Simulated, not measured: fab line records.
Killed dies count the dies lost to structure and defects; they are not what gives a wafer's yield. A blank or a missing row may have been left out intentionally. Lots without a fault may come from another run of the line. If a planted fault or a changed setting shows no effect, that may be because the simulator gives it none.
fab line records    flow sky130
record lots=24  wafers=72  lastDay=51
route steps=708 shown PWDE@52 CONTACT@422 METAL1@452 VIA1@473 VIA2@527 METAL3@565
lots that met no fault: taken from a fault-free run of the same line
startH: hours from the record's first day to the start of the lot's first wafer shown    waitH: hours elapsed since this lot's preceding step    " as in the row above    L1.1+2: a single row standing in for several wafers    - value missing, or start not given    * or withheld: withheld    < > ~ a bound
route shown NAME@n: a module of which the file shows steps, and the number in the route of the first    usual: mean/standard deviation of fault-free wafers    same: alike in all rows    chamber/n: place in a boat    sites: per-site readings    _std_site: standard deviation of those values    _edge_site: inner sites' mean taken away from outer sites' mean    radiusMm: for every site, how far away it sits from the centre of the wafer    mask NAME#n: copy n    behind: tool/chamber where the wafer was last shaped    hold: cause of the lot's hold/its duration in hours/its outcome    device: which transistor (n, p or np) failed to switch    end of line: the same wafers' tests at the end of the route    step lacking rows: just its recipe    killed: dies lost to structure and defects at the first sort, not the wafer's yield    map: the dies of a wafer, with x for killed, . for not killed, _ for no die there
set.NAME: the setting that was run; set.NAME@STEP: the one run at that earlier step    model.NAME: the simulator's own value behind a step, which no gauge read
one table for each step of the route and one row for each wafer, over a sample of lots
services: a tool's chamber out of use, with start hour (startH, from the record's first day; less than 0 if before it), hours out, and reason
## steps
# step SKY_PWDE_OVL_MEAS_07
# usual PWDE_OVL=0.5/1.6
lot.wafer  tool        chamber  startH  waitH  PWDE_OVL[nm]
L074.1     overlay-02  -        72.39   -      1.3
L074.3     "           -        "       "      -1.0
L074.5     "           -        "       "      -0.3
L075.1     overlay-01  -        76.04   -      -0.2
L075.2     "           -        "       "      -3.9
L075.4     "           -        "       "      -2.8
L076.2     overlay-02  -        82.59   -      2.0
L076.5     "           -        "       "      0.2
L076.6     "           -        "       "      1.2
L077.3     overlay-01  -        85.84   -      -0.3
L077.5     "           -        "       "      0.2
L077.6     "           -        "       "      2.5
L078.4     overlay-01  -        90.81   -      1.1
L078.5     "           -        "       "      2.1
L078.6     "           -        "       "      -0.5
L079.1     overlay-02  -        94.69   -      2.4
L079.3     "           -        "       "      3.7
L079.5     "           -        "       "      2.7
L080.1     overlay-01  -        103.09  -      -1.0
L080.4     "           -        "       "      0.5
L080.6     "           -        "       "      0.0
L081.1     overlay-02  -        109.24  -      1.0
L081.3     "           -        "       "      2.2
L081.6     "           -        "       "      1.3
L082.2     overlay-01  -        115.94  -      -0.6
L082.3     "           -        "       "      -0.2
L082.4     "           -        "       "      -1.1
L083.1     overlay-01  -        120.58  -      0.5
L083.4     "           -        "       "      -0.3
L083.6     "           -        "       "      -0.6
L084.4     overlay-01  -        132.86  -      1.8
L084.5     "           -        "       "      3.7
L084.6     "           -        "       "      0.9
L085.2     overlay-01  -        140.09  -      1.0
L085.4     "           -        "       "      1.8
L085.6     "           -        "       "      -0.3
L086.1     overlay-01  -        141.24  -      -0.2
L086.2     "           -        "       "      -2.4
L086.3     "           -        "       "      0.8
L087.2     overlay-02  -        144.84  -      1.0
L087.5     "           -        "       "      1.7
L087.6     "           -        "       "      -1.2
L088.3     overlay-02  -        152.69  -      1.8
L088.4     "           -        "       "      1.1
L088.6     "           -        "       "      1.8
L089.1     overlay-01  -        156.08  -      3.3
L089.4     "           -        "       "      0.8
L089.5     "           -        "       "      2.2
L090.1     overlay-01  -        161.29  -      -2.7
L090.5     "           -        "       "      -1.9
L090.6     "           -        "       "      -1.9
L091.4     overlay-02  -        165.56  -      1.6
L091.5     "           -        "       "      1.4
L091.6     "           -        "       "      0.5
L092.3     overlay-02  -        168.74  -      -1.7
L092.4     "           -        "       "      -1.9
L092.5     "           -        "       "      -0.1
L093.1     overlay-02  -        174.43  -      -0.3
L093.2     "           -        "       "      1.9
L093.6     "           -        "       "      0.3
L094.2     overlay-02  -        180.99  -      1.8
L094.3     "           -        "       "      1.4
L094.5     "           -        "       "      0.9
L095.1     overlay-02  -        188.68  -      1.2
L095.2     "           -        "       "      3.0
L095.5     "           -        "       "      3.2
L096.2     overlay-02  -        193.89  -      1.9
L096.4     "           -        "       "      2.1
L096.5     "           -        "       "      2.6
L097.1     overlay-01  -        198.08  -      1.8
L097.2     "           -        "       "      1.0
L097.6     "           -        "       "      0.8
# step SKY_CONTACT_ETCH_16
# recipe chemistry=N2/H2  target=BARC  ionEnergyEv=200  sourceW=500  biasW=100  pressureMtorr=30  n2FlowSccm=100  h2FlowSccm=200  stopOn=SiO2  timeS=45.9  targetDepthA=600
# usual drypumpMotorCurrentA=5.6/0.46  n2FlowSccm=100.0/0.31  oesProductAu=0.854/0.0047  throttleValvePct=13.224/0.0093
lot.wafer  tool        chamber  startH  waitH  drypumpMotorCurrentA  n2FlowSccm  oesProductAu  rfHoursCounterH  throttleValvePct
L075.1     rieDiel-02  2        762.90  0.0    5.2                   100.6       0.856         13               13.215
L075.2     "           1        "       "      5.6                   100.2       0.856         11               13.214
L075.4     "           0        "       "      6.5                   100.0       0.859         -                13.236
L074.1     rieDiel-02  0        764.14  0.0    6.5                   100.1       0.854         8                13.222
L074.3     "           2        "       "      5.2                   100.3       0.860         13               13.224
L074.5     "           0        "       "      6.5                   100.1       0.852         -                13.229
L079.1     rieDiel-03  0        764.26  0.0    5.5                   100.3       0.853         14               13.225
L079.3     "           2        "       "      5.8                   100.6       0.845         0                13.200
L079.5     "           3        "       "      5.7                   100.1       0.862         -                13.222
L077.3     rieDiel-04  2        764.54  0.0    5.8                   100.4       0.848         15               13.223
L077.5     "           3        "       "      6.0                   100.0       0.855         -                13.231
L077.6     "           0        "       "      5.5                   99.8        0.858         -                13.224
L076.2     rieDiel-03  3        764.89  0.0    5.7                   100.6       0.844         12               13.238
L076.5     "           3        "       "      5.7                   100.6       0.856         -                13.198
L076.6     "           2        "       "      5.8                   99.4        0.853         -                13.219
L078.4     rieDiel-04  3        765.18  0.0    6.0                   100.1       0.854         11               13.224
L078.5     "           1        "       "      5.7                   100.0       0.854         -                13.237
L078.6     "           0        "       "      5.5                   100.3       0.856         -                13.213
L080.1     rieDiel-02  1        765.24  0.0    5.6                   99.2        0.846         11               13.244
L080.4     "           1        "       "      5.6                   99.7        0.854         -                13.238
L080.6     "           0        "       "      6.5                   100.6       0.852         -                13.231
L081.1     rieDiel-02  2        768.99  0.0    5.2                   100.3       0.853         14               13.220
L081.3     "           1        "       "      5.6                   100.2       0.858         11               13.234
L081.6     "           1        "       "      5.6                   99.8        0.854         -                13.229
L082.2     rieDiel-02  2        795.93  0.0    5.2                   100.0       0.852         14               13.239
L082.3     "           3        "       "      5.6                   100.6       0.853         1                13.216
L082.4     "           1        "       "      5.6                   99.7        0.863         12               13.228
L083.1     rieDiel-02  0        798.08  0.0    6.5                   100.3       0.854         9                13.229
L083.4     "           1        "       "      5.6                   99.8        0.850         12               13.218
L083.6     "           2        "       "      5.2                   99.5        0.855         -                13.252
L084.4     rieDiel-03  3        805.44  0.0    5.7                   100.1       0.855         13               13.237
L084.5     "           0        "       "      5.5                   100.1       0.848         -                13.224
L084.6     "           3        "       "      5.7                   99.8        0.854         -                13.242
L086.1     rieDiel-03  1        915.59  0.0    4.7                   99.7        0.847         11               13.217
L086.2     "           0        "       "      5.4                   99.8        0.852         19               13.234
L086.3     "           3        "       "      5.7                   100.2       0.851         15               13.220
L087.2     rieDiel-03  1        917.74  0.0    4.7                   99.5        0.863         11               13.228
L087.5     "           0        "       "      5.4                   99.6        0.857         -                13.222
L087.6     "           1        "       "      4.7                   100.1       0.853         -                13.218
L089.1     rieDiel-04  2        917.74  0.0    5.8                   100.1       0.858         20               13.214
L089.4     "           1        "       "      5.7                   100.0       0.864         10               13.219
L089.5     "           1        "       "      5.7                   100.2       0.858         -                13.227
L093.1     rieDiel-03  1        918.49  0.0    4.7                   100.0       0.845         11               13.227
L093.2     "           2        "       "      5.7                   99.9        0.852         4                13.232
L093.6     "           3        "       "      5.7                   100.2       0.863         -                13.214
L088.3     rieDiel-04  2        918.84  0.0    5.8                   100.2       0.850         20               13.214
L088.4     "           0        "       "      5.5                   99.8        0.852         14               13.222
L088.6     "           0        "       "      5.5                   100.2       0.858         -                13.218
L085.2     rieDiel-02  0        918.89  0.0    6.5                   100.4       0.843         13               13.217
L085.4     "           2        "       "      5.2                   99.6        0.852         18               13.223
L085.6     "           3        "       "      5.6                   99.9        0.851         -                13.239
L095.1     rieDiel-03  0        919.34  0.0    5.5                   100.1       0.854         19               13.213
L095.2     "           2        "       "      5.7                   99.8        0.851         4                13.215
L095.5     "           0        "       "      5.5                   100.1       0.852         -                13.234
L091.4     rieDiel-02  1        919.54  0.0    5.6                   99.7        0.860         16               13.218
L091.5     "           0        "       "      6.5                   99.8        0.854         -                13.226
L091.6     "           3        "       "      5.6                   100.4       0.849         -                13.208
L090.1     rieDiel-03  1        921.59  0.0    4.7                   100.3       0.861         11               13.227
L090.5     "           2        "       "      5.7                   99.9        0.858         -                13.217
L090.6     "           1        "       "      4.7                   100.3       0.851         -                13.222
L094.2     rieDiel-04  3        921.66  0.0    6.1                   100.0       0.858         15               13.238
L094.3     "           1        "       "      5.7                   99.9        0.848         10               13.230
L094.5     "           1        "       "      5.7                   100.1       0.857         -                13.234
L096.2     rieDiel-03  1        923.09  0.0    4.7                   100.3       0.856         12               13.219
L096.4     "           0        "       "      5.5                   100.4       0.842         19               13.230
L096.5     "           0        "       "      5.5                   100.1       0.849         -                13.231
L097.1     rieDiel-02  1        923.44  0.0    5.6                   100.0       0.854         16               13.213
L097.2     "           3        "       "      5.6                   99.2        0.859         4                13.226
L097.6     "           0        "       "      6.5                   100.0       0.856         -                13.226
L092.3     rieDiel-03  1        924.74  0.0    4.7                   99.8        0.857         12               13.237
L092.4     "           2        "       "      5.7                   100.0       0.858         -                13.218
L092.5     "           0        "       "      5.5                   100.4       0.858         -                13.221
# step SKY_METAL1_ETCH_18
# recipe chemistry=N2/H2  target=BARC  ionEnergyEv=200  biasW=100  pressureMtorr=30  n2FlowSccm=100  h2FlowSccm=200  icpW=500  stopOn=SiO2  timeS=45.9  targetDepthA=600
# usual drypumpMotorCurrentA=5.8/0.55  n2FlowSccm=100.05/0.29  oesProductAu=0.855/0.0048  throttleValvePct=13.224/0.0077
lot.wafer  tool         chamber  startH  waitH  drypumpMotorCurrentA  n2FlowSccm  oesProductAu  rfHoursCounterH  throttleValvePct
L075.1     rieMetal-01  1        790.52  0.0    5.8                   99.93       0.856         12               13.213
L075.2     "            0        "       "      6.3                   99.56       0.854         3                13.224
L075.4     "            0        "       "      6.3                   99.79       0.855         -                13.226
L074.1     rieMetal-01  0        791.62  0.0    6.2                   100.24      0.850         3                13.231
L074.3     "            0        "       "      6.2                   99.79       0.862         -                13.219
L074.5     "            1        "       "      5.8                   100.26      0.856         -                13.233
L079.1     rieMetal-03  0        791.97  0.0    5.9                   99.97       0.856         13               13.231
L079.3     "            1        "       "      6.0                   100.33      0.855         -                13.229
L079.5     "            1        "       "      6.0                   100.65      0.854         -                13.220
L077.3     rieMetal-04  1        792.34  0.0    6.2                   100.14      0.849         -                13.231
L077.5     "            0        "       "      4.6                   100.31      0.856         -                13.222
L077.6     "            1        "       "      6.2                   99.90       0.849         -                13.211
L076.2     rieMetal-01  1        792.67  0.0    5.7                   99.73       0.852         12               13.245
L076.5     "            0        "       "      6.2                   100.03      0.858         -                13.214
L076.6     "            1        "       "      5.8                   100.09      0.845         -                13.225
L078.4     rieMetal-03  1        793.04  0.0    6.0                   100.07      0.855         -                13.224
L078.5     "            1        "       "      6.0                   100.03      0.848         -                13.219
L078.6     "            0        "       "      5.9                   99.85       0.855         -                13.223
L080.1     rieMetal-04  0        793.37  0.0    4.6                   100.23      0.854         16               13.220
L080.4     "            0        "       "      4.6                   100.17      0.861         -                13.242
L080.6     "            0        "       "      4.6                   99.89       0.857         -                13.227
L081.1     rieMetal-01  0        796.52  0.0    6.2                   99.99       0.860         3                13.210
L081.3     "            1        "       "      5.8                   99.78       0.855         -                13.221
L081.6     "            0        "       "      6.2                   99.64       0.856         -                13.236
L082.2     rieMetal-03  0        824.07  0.0    5.9                   99.98       0.848         14               13.236
L082.3     "            0        "       "      6.0                   100.08      0.858         -                13.222
L082.4     "            1        "       "      6.0                   100.06      0.853         -                13.222
L083.1     rieMetal-04  1        826.27  0.0    6.2                   99.84       0.860         1                13.219
L083.4     "            1        "       "      6.2                   100.01      0.856         -                13.229
L083.6     "            0        "       "      4.6                   99.65       0.858         -                13.223
L084.4     rieMetal-01  0        832.34  0.0    6.2                   100.51      0.858         -                13.231
L084.5     "            0        "       "      6.3                   100.53      0.850         -                13.229
L084.6     "            1        "       "      5.8                   99.44       0.844         -                13.224
L086.1     rieMetal-04  1        940.82  0.0    6.1                   100.52      0.850         6                13.219
L086.2     "            0        "       "      4.6                   100.04      0.857         1                13.225
L086.3     "            0        "       "      4.6                   100.06      0.858         -                13.219
L089.1     rieMetal-01  0        943.77  0.0    6.3                   100.37      0.850         9                13.221
L089.4     "            0        "       "      6.3                   100.52      0.859         -                13.219
L089.5     "            1        "       "      5.8                   100.13      0.860         -                13.224
L087.2     rieMetal-03  0        944.12  0.0    5.9                   100.03      0.864         0                13.222
L087.5     "            0        "       "      5.9                   99.83       0.852         -                13.223
L087.6     "            1        "       "      6.0                   99.55       0.853         -                13.236
L093.1     rieMetal-04  1        944.57  0.0    6.2                   100.32      0.860         7                13.224
L093.2     "            0        "       "      4.6                   99.46       0.854         1                13.227
L093.6     "            1        "       "      6.2                   100.32      0.855         -                13.230
L088.3     rieMetal-01  1        945.54  0.0    5.8                   100.35      0.853         -                13.221
L088.4     "            0        "       "      6.3                   99.94       0.859         -                13.234
L088.6     "            1        "       "      5.8                   99.82       0.862         -                13.229
L085.2     rieMetal-03  0        945.87  0.0    5.9                   99.90       0.855         0                13.222
L085.4     "            0        "       "      6.0                   100.17      0.856         -                13.219
L085.6     "            1        "       "      6.0                   100.64      0.852         -                13.209
L095.1     rieMetal-04  0        946.22  0.0    4.6                   99.82       0.861         1                13.224
L095.2     "            1        "       "      6.2                   100.23      0.850         7                13.217
L095.5     "            0        "       "      4.6                   100.19      0.853         -                13.231
L091.4     rieMetal-01  1        946.59  0.0    5.8                   100.00      0.856         -                13.235
L091.5     "            1        "       "      5.8                   100.00      0.851         -                13.222
L091.6     "            0        "       "      6.3                   99.87       0.856         -                13.212
L090.1     rieMetal-03  1        947.97  0.0    6.0                   99.73       0.850         14               13.228
L090.5     "            0        "       "      5.9                   100.56      0.849         -                13.224
L090.6     "            1        "       "      6.0                   99.81       0.849         -                13.223
L094.2     rieMetal-04  0        948.12  0.0    4.6                   99.78       0.859         1                13.213
L094.3     "            1        "       "      6.2                   99.83       0.853         -                13.226
L094.5     "            1        "       "      6.2                   99.83       0.859         -                13.226
L096.2     rieMetal-03  1        949.32  0.0    6.0                   99.49       0.857         14               13.214
L096.4     "            1        "       "      6.1                   100.14      0.848         -                13.227
L096.5     "            0        "       "      5.9                   100.06      0.849         -                13.205
L097.1     rieMetal-04  1        949.69  0.0    6.2                   99.79       0.850         7                13.221
L097.2     "            0        "       "      4.6                   100.05      0.848         1                13.217
L097.6     "            0        "       "      4.6                   99.81       0.860         -                13.224
L092.3     rieMetal-03  0        950.99  0.0    5.9                   100.00      0.858         -                13.227
L092.4     "            1        "       "      6.0                   100.01      0.857         -                13.232
L092.5     "            0        "       "      5.9                   100.26      0.848         -                13.211
# step SKY_VIA1_ETCH_15
# recipe target=SiO2  chemistry=C4F8/O2/Ar  targetDepthNm=351  stopOn=TiN  maskMaterial=KrF-thick  sourceW=1500  biasW=1200  pressureMtorr=40  c4f8FlowSccm=withheld  O2_flow_sccm=6  Ar_flow_sccm=300  timeS=54
# usual oesProductAu=0.981/0.0059
lot.wafer  tool        chamber  startH  waitH  oesProductAu  rfHoursCounterH
L075.1     rieDiel-02  0        817.98  0.0    0.985         10
L075.2     "           2        "       "      0.986         15
L075.4     "           1        "       "      0.983         13
L079.1     rieDiel-02  1        819.03  0.0    0.982         13
L079.3     "           0        "       "      0.983         10
L079.5     "           1        "       "      0.987         -
L074.1     rieDiel-03  0        819.28  0.0    0.974         16
L074.3     "           2        "       "      0.980         2
L074.5     "           1        "       "      0.973         -
L077.3     rieDiel-02  3        819.38  0.0    0.994         1
L077.5     "           3        "       "      0.990         -
L077.6     "           0        "       "      0.982         -
L078.4     rieDiel-01  0        820.33  0.0    0.986         9
L078.5     "           0        "       "      0.973         -
L078.6     "           1        "       "      0.980         -
L076.2     rieDiel-03  2        820.53  0.0    0.990         2
L076.5     "           0        "       "      0.981         -
L076.6     "           1        "       "      0.990         -
L080.1     rieDiel-02  2        821.18  0.0    0.982         15
L080.4     "           0        "       "      0.982         -
L080.6     "           3        "       "      0.984         -
L081.1     rieDiel-01  0        823.83  0.0    1.000         10
L081.3     "           1        "       "      0.984         16
L081.6     "           1        "       "      0.989         -
L082.2     rieDiel-01  0        851.63  0.0    0.981         10
L082.3     "           1        "       "      0.981         17
L082.4     "           3        "       "      0.979         5
L083.1     rieDiel-02  1        853.68  0.0    0.994         14
L083.4     "           2        "       "      0.982         16
L083.6     "           3        "       "      0.981         -
L084.4     rieDiel-02  3        859.83  0.0    0.981         2
L084.5     "           1        "       "      0.988         -
L084.6     "           2        "       "      0.986         -
L086.1     rieDiel-02  3        965.88  0.0    0.987         6
L086.2     "           2        "       "      0.978         19
L086.3     "           0        "       "      0.980         14
L089.1     rieDiel-01  1        968.69  0.0    0.986         20
L089.4     "           3        "       "      0.972         8
L089.5     "           1        "       "      0.977         -
L087.2     rieDiel-03  2        968.93  0.0    0.977         6
L087.5     "           0        "       "      0.971         -
L087.6     "           1        "       "      0.973         -
L093.1     rieDiel-01  0        970.13  0.0    0.971         14
L093.2     "           3        "       "      0.985         8
L093.6     "           0        "       "      0.984         -
L088.3     rieDiel-03  1        970.48  0.0    0.977         13
L088.4     "           2        "       "      0.981         6
L088.6     "           3        "       "      0.974         -
L085.2     rieDiel-02  0        970.79  0.0    0.993         14
L085.4     "           3        "       "      0.986         6
L085.6     "           0        "       "      0.972         -
L095.1     rieDiel-01  2        971.63  0.0    0.969         7
L095.2     "           0        "       "      0.986         14
L095.5     "           3        "       "      0.977         -
L091.4     rieDiel-03  0        971.78  0.0    0.982         21
L091.5     "           2        "       "      0.977         -
L091.6     "           1        "       "      0.979         -
L090.1     rieDiel-01  2        973.43  0.0    0.969         7
L090.5     "           3        "       "      0.976         -
L090.6     "           2        "       "      0.973         -
L094.2     rieDiel-02  0        973.53  0.0    0.987         14
L094.3     "           2        "       "      0.979         19
L094.5     "           2        "       "      0.985         -
L096.2     rieDiel-01  1        974.48  0.0    0.981         20
L096.4     "           3        "       "      0.978         8
L096.5     "           0        "       "      0.988         -
L097.1     rieDiel-02  3        975.14  0.0    0.985         6
L097.2     "           2        "       "      0.981         19
L097.6     "           2        "       "      0.976         -
L092.3     rieDiel-01  2        976.33  0.0    0.983         7
L092.4     "           3        "       "      0.970         8
L092.5     "           2        "       "      0.972         -
# step SKY_VIA2_SPUTTER_20
# recipe material=TiN  targetThkNm=20  chamberPressurePa=5  powerW=4000  timeS=80
# usual throttleValvePct=29.8/1.2
lot.wafer  tool           chamber  startH   waitH  throttleValvePct
L075.1     pvdSputter-04  -        873.21   0.0    30.0
L075.2     "              -        "        "      29.2
L075.4     "              -        "        "      32.2
L079.1     pvdSputter-03  -        874.27   0.0    30.6
L079.3     "              -        "        "      29.1
L079.5     "              -        "        "      31.0
L074.1     pvdSputter-01  -        874.36   0.0    29.7
L074.3     "              -        "        "      30.6
L074.5     "              -        "        "      30.5
L077.3     pvdSputter-01  -        874.68   0.0    31.1
L077.5     "              -        "        "      29.0
L077.6     "              -        "        "      31.3
L078.4     pvdSputter-01  -        876.13   0.0    30.4
L078.5     "              -        "        "      29.2
L078.6     "              -        "        "      30.5
L076.2     pvdSputter-04  -        876.49   0.0    29.3
L076.5     "              -        "        "      29.6
L076.6     "              -        "        "      31.9
L080.1     pvdSputter-03  -        876.84   0.0    30.5
L080.4     "              -        "        "      27.4
L080.6     "              -        "        "      28.7
L081.1     pvdSputter-01  -        879.63   0.0    30.7
L081.3     "              -        "        "      31.2
L081.6     "              -        "        "      28.7
L082.2     pvdSputter-01  -        905.53   0.0    29.6
L082.3     "              -        "        "      29.1
L082.4     "              -        "        "      31.0
L083.1     pvdSputter-03  -        906.23   0.0    28.7
L083.4     "              -        "        "      30.6
L083.6     "              -        "        "      27.4
L084.4     pvdSputter-03  -        912.32   0.0    30.0
L084.5     "              -        "        "      30.9
L084.6     "              -        "        "      30.2
L086.1     pvdSputter-04  -        1014.65  0.0    30.0
L086.2     "              -        "        "      29.3
L086.3     "              -        "        "      32.3
L089.1     pvdSputter-01  -        1017.48  0.0    31.0
L089.4     "              -        "        "      29.9
L089.5     "              -        "        "      31.3
L087.2     pvdSputter-01  -        1019.08  0.0    29.7
L087.5     "              -        "        "      29.0
L087.6     "              -        "        "      30.5
L093.1     pvdSputter-01  -        1020.27  0.0    30.9
L093.2     "              -        "        "      30.6
L093.6     "              -        "        "      29.7
L088.3     pvdSputter-03  -        1020.43  0.0    30.7
L088.4     "              -        "        "      28.9
L088.6     "              -        "        "      27.3
L085.2     pvdSputter-03  -        1021.19  0.0    30.7
L085.4     "              -        "        "      29.7
L085.6     "              -        "        "      30.9
L095.1     pvdSputter-03  -        1022.18  0.0    27.4
L095.2     "              -        "        "      30.4
L095.5     "              -        "        "      28.9
L091.4     pvdSputter-03  -        1023.12  0.0    27.4
L091.5     "              -        "        "      27.6
L091.6     "              -        "        "      28.7
L090.1     pvdSputter-01  -        1024.48  0.0    29.5
L090.5     "              -        "        "      30.9
L090.6     "              -        "        "      29.0
L094.2     pvdSputter-04  -        1024.80  0.0    30.1
L094.3     "              -        "        "      29.8
L094.5     "              -        "        "      32.1
L096.2     pvdSputter-03  -        1026.24  0.0    30.3
L096.4     "              -        "        "      28.8
L096.5     "              -        "        "      30.2
L097.1     pvdSputter-04  -        1026.65  0.0    31.9
L097.2     "              -        "        "      29.2
L097.6     "              -        "        "      29.8
L092.3     pvdSputter-01  -        1028.32  0.0    28.8
L092.4     "              -        "        "      30.8
L092.5     "              -        "        "      29.0
# step SKY_METAL3_DESCUM_15
# recipe chemistry=O2  sourcePowerW=150  biasPowerW=0  pressureMtorr=10  tempC=40  timeS=8
# usual drypumpMotorCurrentA=5.9/0.43  oesProductAu=0.993/0.012
lot.wafer  tool         chamber  startH   waitH  drypumpMotorCurrentA  oesProductAu  rfHoursCounterH
L075.1     rieMetal-03  1        923.39   0.0    6.0                   0.984         11
L075.2     "            1        "        "      6.0                   0.971         -
L075.4     "            1        "        "      6.0                   0.986         -
L079.1     rieMetal-02  0        924.44   0.0    5.7                   0.996         7
L079.3     "            0        "        "      5.7                   1.003         -
L079.5     "            0        "        "      5.7                   0.994         -
L074.1     rieMetal-02  0        924.79   0.0    5.7                   0.998         7
L074.3     "            0        "        "      5.7                   1.001         -
L074.5     "            1        "        "      6.2                   0.995         -
L077.3     rieMetal-02  1        925.60   0.0    6.2                   0.983         -
L077.5     "            1        "        "      6.2                   0.986         -
L077.6     "            0        "        "      5.6                   1.007         -
L078.4     rieMetal-03  1        926.07   0.0    6.0                   0.978         -
L078.5     "            1        "        "      6.1                   0.983         -
L078.6     "            1        "        "      6.0                   0.990         -
L076.2     rieMetal-04  1        926.74   0.0    6.1                   0.997         6
L076.5     "            0        "        "      4.6                   1.011         -
L076.6     "            1        "        "      6.2                   1.003         -
L080.1     rieMetal-02  1        927.14   0.0    6.2                   0.981         11
L080.4     "            0        "        "      5.6                   1.005         -
L080.6     "            0        "        "      5.7                   1.004         -
L081.1     rieMetal-04  1        928.69   0.0    6.1                   0.995         6
L081.3     "            1        "        "      6.2                   0.987         -
L081.6     "            0        "        "      4.6                   0.996         -
L082.2     rieMetal-02  0        955.01   0.0    5.6                   0.999         8
L082.3     "            1        "        "      6.2                   0.984         -
L082.4     "            0        "        "      5.7                   0.992         -
L083.1     rieMetal-04  1        956.09   0.0    6.2                   0.995         7
L083.4     "            1        "        "      6.2                   0.993         -
L083.6     "            0        "        "      4.6                   1.008         -
L084.4     rieMetal-03  1        961.60   0.0    6.0                   0.977         -
L084.5     "            0        "        "      5.9                   1.002         -
L084.6     "            1        "        "      6.0                   0.977         -
L086.1     rieMetal-04  0        1060.89  0.0    4.6                   0.999         7
L086.2     "            1        "        "      6.2                   0.977         13
L086.3     "            1        "        "      6.2                   0.989         -
L089.1     rieMetal-03  0        1064.54  0.0    5.9                   0.999         6
L089.4     "            0        "        "      5.9                   1.009         -
L089.5     "            1        "        "      6.0                   0.971         -
L087.2     rieMetal-04  1        1064.60  0.0    6.2                   0.992         -
L087.5     "            1        "        "      6.2                   0.997         -
L087.6     "            1        "        "      6.2                   0.988         -
L093.1     rieMetal-04  1        1064.89  0.0    6.2                   0.991         13
L093.2     "            1        "        "      6.2                   0.981         -
L093.6     "            1        "        "      6.2                   0.998         -
L088.3     rieMetal-02  1        1064.90  0.0    6.2                   0.986         -
L088.4     "            0        "        "      5.6                   1.007         -
L088.6     "            0        "        "      5.7                   1.009         -
L085.2     rieMetal-04  1        1066.05  0.0    6.2                   0.994         -
L085.4     "            1        "        "      6.2                   0.991         -
L085.6     "            1        "        "      6.2                   0.989         -
L095.1     rieMetal-03  1        1067.19  0.0    6.0                   0.982         20
L095.2     "            0        "        "      5.9                   1.004         6
L095.5     "            1        "        "      6.0                   0.982         -
L091.4     rieMetal-03  1        1070.20  0.0    6.1                   0.975         -
L091.5     "            1        "        "      6.1                   0.986         -
L091.6     "            0        "        "      5.9                   1.007         -
L090.1     rieMetal-03  1        1071.99  0.0    6.0                   0.977         20
L090.5     "            0        "        "      5.9                   1.016         -
L090.6     "            1        "        "      6.0                   0.981         -
L094.2     rieMetal-02  1        1072.49  0.0    6.2                   0.991         19
L094.3     "            1        "        "      6.2                   0.977         -
L094.5     "            1        "        "      6.2                   0.984         -
L096.2     rieMetal-03  1        1073.89  0.0    6.0                   0.983         20
L096.4     "            1        "        "      6.0                   0.985         -
L096.5     "            1        "        "      6.0                   0.979         -
L097.1     rieMetal-03  0        1074.24  0.0    5.9                   1.005         7
L097.2     "            1        "        "      6.0                   0.980         20
L097.6     "            0        "        "      5.9                   1.008         -
L092.3     rieMetal-02  1        1076.40  0.0    6.2                   0.980         -
L092.4     "            0        "        "      5.6                   1.005         -
L092.5     "            1        "        "      6.2                   0.990         -
## services
tool           chamber  startH   hours  kind
rieDiel-01     0        740.75   9.9    repair
rieDiel-03     -        755.78   0.9    repair
rieMetal-01    -        779.05   2.8    pm
pvdSputter-03  -        783.19   2.1    repair
rieMetal-03    0        796.63   4.9    repair
rieMetal-02    -        809.11   1.4    pm
rieDiel-03     3        815.44   12.0   repair
rieDiel-02     1        819.21   2.2    repair
rieDiel-03     -        859.90   1.2    repair
rieDiel-03     1        868.38   2.9    repair
rieDiel-02     0        878.41   4.5    repair
rieDiel-01     1        908.22   4.1    repair
rieDiel-02     0        912.03   2.9    repair
rieDiel-03     3        923.47   2.0    repair
rieDiel-01     1        934.73   6.3    repair
rieDiel-02     2        977.89   4.7    repair
pvdSputter-01  -        1009.04  2.4    repair
rieDiel-01     -        1009.17  0.5    repair
rieMetal-03    -        1015.16  1.4    pm
rieDiel-02     3        1025.58  2.5    repair
rieDiel-02     1        1033.53  4.3    repair
rieDiel-02     1        1046.80  2.8    repair
rieMetal-04    0        1062.89  6.8    repair
rieDiel-02     1        1068.18  8.5    repair
## key
fault none
